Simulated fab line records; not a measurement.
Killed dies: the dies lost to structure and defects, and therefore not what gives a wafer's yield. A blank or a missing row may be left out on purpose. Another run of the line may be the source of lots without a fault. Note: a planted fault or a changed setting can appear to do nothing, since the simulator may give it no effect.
One fault through the eyes of 2 desks | flow sky130 | what lay behind the numbers comes last; until then each desk has only its own

AT THE TOOL OWNER'S DESK: rie-metal-04
The tool's own readings at SKY_METAL2_METAL_ETCH_19 (etches the open film in Cl2/BCl3, stops on SiO2, target depth 360 nm, time 78 s): means of the sampled wafers that have a number, for each lot that ran on this tool. Any lot whose mean is over 4 standard deviations away from the usual mean is out of limits and marked OUT; that distance is given in the brackets.
Columns: A = drypump-motor-current-A at SKY_METAL2_METAL_ETCH_19, usual 5.9 A; B = oes-product-au at SKY_METAL2_METAL_ETCH_19, usual 0.854 a.u.; C = throttle-valve-pct at SKY_METAL2_METAL_ETCH_19, usual 22.263 %
lot  | first seen here | A   | B     | C
L216 | day 36 13:20    | 5.8 | 0.853 | 22.265
L217 | day 37 00:42    | 6.0 | 0.854 | 22.261
L218 | day 37 02:02    | 5.8 | 0.857 | 22.256
L220 | day 37 21:38    | 6.0 | 0.847 | 22.268
L221 | day 38 01:42    | 6.1 | 0.853 | 22.250
L231 | day 40 17:54    | 5.8 | 0.844 | 22.260
L232 | day 41 05:46    | 6.0 | 0.860 | 22.264
This desk found nothing out of limits on any of the 7 lots.

AT THE METROLOGY DESK
What the gauges read, lot by lot, whatever tool the lot ran on: means of the sampled wafers that have a number. Any lot whose mean is over 4 standard deviations away from the usual mean is out of limits and marked OUT; that distance is given in the brackets.
Columns: A = PASSIVATION_CVD_02_THK at SKY_PASSIVATION_THK_MEAS_03, usual 539 nm
lot  | first seen here | A
L216 | day 45 04:53    | 538
L218 | day 45 17:02    | 538
L217 | day 45 17:14    | 540
L219 | day 46 03:02    | 536
L220 | day 46 07:27    | 535
L221 | day 46 14:04    | 539
L231 | day 48 18:28    | 541
L232 | day 49 01:26    | 540
L233 | day 49 03:22    | 546
L234 | day 49 12:13    | 540
L235 | day 49 15:20    | 541
This desk found nothing out of limits on any of the 11 lots.

TAKEN TOGETHER
The tool owner's desk saw nothing out of limits.
At the metrology desk, nothing out of limits was observed.

WHAT THE SIMULATOR PUT IN
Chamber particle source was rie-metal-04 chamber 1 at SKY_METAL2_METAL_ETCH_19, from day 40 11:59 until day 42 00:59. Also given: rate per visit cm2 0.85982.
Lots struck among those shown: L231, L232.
